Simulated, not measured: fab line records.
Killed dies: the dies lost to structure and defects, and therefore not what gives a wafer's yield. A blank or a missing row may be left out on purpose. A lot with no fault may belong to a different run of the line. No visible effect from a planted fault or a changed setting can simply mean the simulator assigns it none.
Which of the tools did it? ; flow gf180mcu ; 45 wafers sampled from 15 lots at 1 step of a route of 602

## WHAT THE GAUGES SHOWED, per wafer
GF_STI_CD_MEAS_12 targets a cd of 220 nm. Usual: cdNm reads 220.2 nm (standard deviation 1.2).
lot;measured;on;cdNm (nm);flag
L108;day 2 01:58;cdSem-02;220.9 221.3 220.6;
L109;day 2 06:56;cdSem-02;219.0 219.2 220.0;
L111;day 2 17:01;cdSem-01;221.4 221.2 220.5;
L112;day 2 22:48;cdSem-01;220.2 221.3 220.9;
L113;day 3 03:25;cdSem-01;220.5 220.1 220.3;
L114;day 3 08:29;cdSem-02;220.4 221.0 219.7;
L115;day 3 13:19;cdSem-02;218.4 219.1 219.1;
L117;day 4 01:16;cdSem-02;219.2 219.0 220.1;
L118;day 4 04:58;cdSem-02;220.6 219.8 220.8;
L121;day 4 21:37;cdSem-01;218.1 217.6 218.0;
L125;day 5 18:26;cdSem-01;220.4 220.7 219.9;
L126;day 5 22:46;cdSem-01;221.0 221.2 220.6;
L127;day 6 02:52;cdSem-01;218.3 219.6 219.2;
L129;day 6 13:28;cdSem-01;217.7 217.7 217.8;
L131;day 7 02:16;cdSem-01;219.4 219.8 221.1;

## WHAT TOOL EACH LOT RAN ON (gives the tool, then ch and the chambers of the sampled wafers, and finally the start)
Before these readings, the record contains no process step.

## WHAT THE TOOLS THEMSELVES READ (means of the sampled wafers that have a number; where no wafer has one, the mark that the record gives instead)
The record holds no such reading with a usual standard deviation.

## THE ANSWER, worked out from the rows above alone
Rule: take the mean of a lot's wafers that have a number; if it is more than 3 standard deviations from the usual mean, the lot is off. A lot without any number at a reading at which 4 lots or more have one is off too. Where the step has rows for the other lots, those lots are counted as sound. Order of review: gauges by route order, followed by the tools' own readings, for which a lot's mean as printed above is used. The first step at which some lot is off is used, and at that step the reading that is off furthest; a lot without a number counts as furthest.
No lot is off on any of the readings shown, so nothing can be concluded from this.

## WHAT HAD BEEN PUT IN BY THE SIMULATOR
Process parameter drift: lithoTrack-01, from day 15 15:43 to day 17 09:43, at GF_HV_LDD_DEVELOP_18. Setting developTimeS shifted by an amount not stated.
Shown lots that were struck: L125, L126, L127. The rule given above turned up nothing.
